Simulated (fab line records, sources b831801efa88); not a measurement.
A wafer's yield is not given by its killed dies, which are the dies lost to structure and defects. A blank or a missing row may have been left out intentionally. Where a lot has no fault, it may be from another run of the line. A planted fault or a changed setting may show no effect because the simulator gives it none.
Commonality check across tools :: flow gf180mcu :: Sample size 12 lots and 45 wafers

THE REASON FOR OPENING IT
GF_PSD_RS_MEAS_14, reading NSD_RS: flagged on 3 of 12 lots. Wafers without a fault read 46.18 ohm/sq, standard deviation 0.075.
Rule: a lot is flagged when every wafer of it that has a number lies more than 4 standard deviations from that mean, or none has a number. The other lots count as sound.

lot: L545
measured: day 14 00:49
on: film-metro-03
NSD_RS (ohm/sq), wafer by wafer: 46.14 46.13 46.20
flag: 

lot: L546
measured: day 14 07:16
on: film-metro-02
NSD_RS (ohm/sq), wafer by wafer: 46.21 46.15 46.15
flag: 

lot: L547
measured: day 14 19:13
on: film-metro-02
NSD_RS (ohm/sq), wafer by wafer: 46.15 46.17 46.20
flag: 

lot: L548
measured: day 15 00:26
on: film-metro-04
NSD_RS (ohm/sq), wafer by wafer: 46.26 46.13 46.10
flag: 

lot: L549
measured: day 15 14:25
on: film-metro-04
NSD_RS (ohm/sq), wafer by wafer: 46.11 46.24 46.19
flag: 

lot: L550
measured: day 15 22:49
on: film-metro-03
NSD_RS (ohm/sq), wafer by wafer: 46.05 46.09 46.11
flag: 

lot: L553
measured: day 16 20:18
on: film-metro-03
NSD_RS (ohm/sq), wafer by wafer: 44.07 43.96 44.10 44.08 44.08 44.05
flag: FLAGGED

lot: L554
measured: day 17 07:15
on: film-metro-02
NSD_RS (ohm/sq), wafer by wafer: 44.06 44.07 44.12 44.03 44.01 44.08
flag: FLAGGED

lot: L556
measured: day 18 05:52
on: film-metro-04
NSD_RS (ohm/sq), wafer by wafer: 43.97 44.02 43.98 43.99 43.98 44.03
flag: FLAGGED

lot: L559
measured: day 19 06:24
on: film-metro-03
NSD_RS (ohm/sq), wafer by wafer: 46.02 46.02 46.10
flag: 

lot: L565
measured: day 21 09:39
on: film-metro-02
NSD_RS (ohm/sq), wafer by wafer: 46.34 46.33 46.23
flag: 

lot: L566
measured: day 21 11:18
on: film-metro-04
NSD_RS (ohm/sq), wafer by wafer: 46.14 46.17 46.07
flag: 
On average the flagged lots' numbers are 44.04 ohm/sq, which is -2.14 ohm/sq against the usual, or -29 standard deviations.

EACH LOT AND THE TOOL IT RAN ON
The record holds 2 process steps before the reading, out of a route of 602 steps. Every cell lists first the tool, next ch and the chambers used by the sampled wafers, and last the start.
lot: L545
flag: 
GF_NSD_IMPLANT_09: implanter-04 ch 0, day 13 03:33
GF_NSD_STRIP_11: plasma-asher-02 ch 0,1, day 13 03:49

lot: L546
flag: 
GF_NSD_IMPLANT_09: implanter-04 ch 0, day 13 09:48
GF_NSD_STRIP_11: plasma-asher-04 ch 0,1, day 13 10:04

lot: L547
flag: 
GF_NSD_IMPLANT_09: implanter-04 ch 0, day 13 21:05
GF_NSD_STRIP_11: plasma-asher-04 ch 1, day 13 21:22

lot: L548
flag: 
GF_NSD_IMPLANT_09: implanter-02 ch 0, day 14 01:39
GF_NSD_STRIP_11: plasma-asher-04 ch 0,1, day 14 01:55

lot: L549
flag: 
GF_NSD_IMPLANT_09: implanter-04 ch 0, day 14 15:19
GF_NSD_STRIP_11: plasma-asher-03 ch 0,1, day 14 15:35

lot: L550
flag: 
GF_NSD_IMPLANT_09: implanter-04 ch 0, day 15 00:28
GF_NSD_STRIP_11: plasma-asher-04 ch 0,1, day 15 00:46

lot: L553
flag: FLAGGED
GF_NSD_IMPLANT_09: implanter-04 ch 0, day 15 21:35
GF_NSD_STRIP_11: plasma-asher-03 ch 0,1, day 15 22:18

lot: L554
flag: FLAGGED
GF_NSD_IMPLANT_09: implanter-02 ch 0, day 16 08:04
GF_NSD_STRIP_11: plasma-asher-03 ch 0,1, day 16 08:45

lot: L556
flag: FLAGGED
GF_NSD_IMPLANT_09: implanter-02 ch 0, day 17 05:43
GF_NSD_STRIP_11: plasma-asher-04 ch 0,1, day 17 06:18

lot: L559
flag: 
GF_NSD_IMPLANT_09: implanter-04 ch 0, day 18 05:34
GF_NSD_STRIP_11: plasma-asher-04 ch 0,1, day 18 05:52

lot: L565
flag: 
GF_NSD_IMPLANT_09: implanter-01 ch 0, day 20 09:04
GF_NSD_STRIP_11: plasma-asher-03 ch 0,1, day 20 09:22

lot: L566
flag: 
GF_NSD_IMPLANT_09: implanter-02 ch 0, day 20 10:47
GF_NSD_STRIP_11: plasma-asher-04 ch 0,1, day 20 11:05
These steps, and what they do:
- GF_NSD_IMPLANT_09
- GF_NSD_STRIP_11: strips in O2/N2.
- GF_PSD_RS_MEAS_14: measures by four-point-probe.

FLAGGED AGAINST TOTAL, ONE TOOL AT A TIME (gauges that did the reading follow at the end)
step: GF_NSD_IMPLANT_09
tool: implanter-01
lots run: 1
flagged: 0
share of the flagged lots: none
sound lots run after its first flagged lot: -

step: GF_NSD_IMPLANT_09
tool: implanter-02
lots run: 4
flagged: 2
share of the flagged lots: some
sound lots run after its first flagged lot: 1 (L566)

step: GF_NSD_IMPLANT_09
tool: implanter-04
lots run: 7
flagged: 1
share of the flagged lots: some
sound lots run after its first flagged lot: 1 (L559)

step: GF_NSD_STRIP_11
tool: plasma-asher-02
lots run: 1
flagged: 0
share of the flagged lots: none
sound lots run after its first flagged lot: -

step: GF_NSD_STRIP_11
tool: plasma-asher-03
lots run: 4
flagged: 2
share of the flagged lots: some
sound lots run after its first flagged lot: 1 (L565)

step: GF_NSD_STRIP_11
tool: plasma-asher-04
lots run: 7
flagged: 1
share of the flagged lots: some
sound lots run after its first flagged lot: 2 (L559,L566)

step: GF_PSD_RS_MEAS_14
tool: film-metro-02
lots run: 4
flagged: 1
share of the flagged lots: some
sound lots run after its first flagged lot: 1 (L565)

step: GF_PSD_RS_MEAS_14
tool: film-metro-03
lots run: 4
flagged: 1
share of the flagged lots: some
sound lots run after its first flagged lot: 1 (L559)

step: GF_PSD_RS_MEAS_14
tool: film-metro-04
lots run: 4
flagged: 1
share of the flagged lots: some
sound lots run after its first flagged lot: 1 (L566)

WHAT THE TABLE ALLOWS
No row of the table ran every flagged lot.

WHAT THE SIMULATOR HAD PUT IN
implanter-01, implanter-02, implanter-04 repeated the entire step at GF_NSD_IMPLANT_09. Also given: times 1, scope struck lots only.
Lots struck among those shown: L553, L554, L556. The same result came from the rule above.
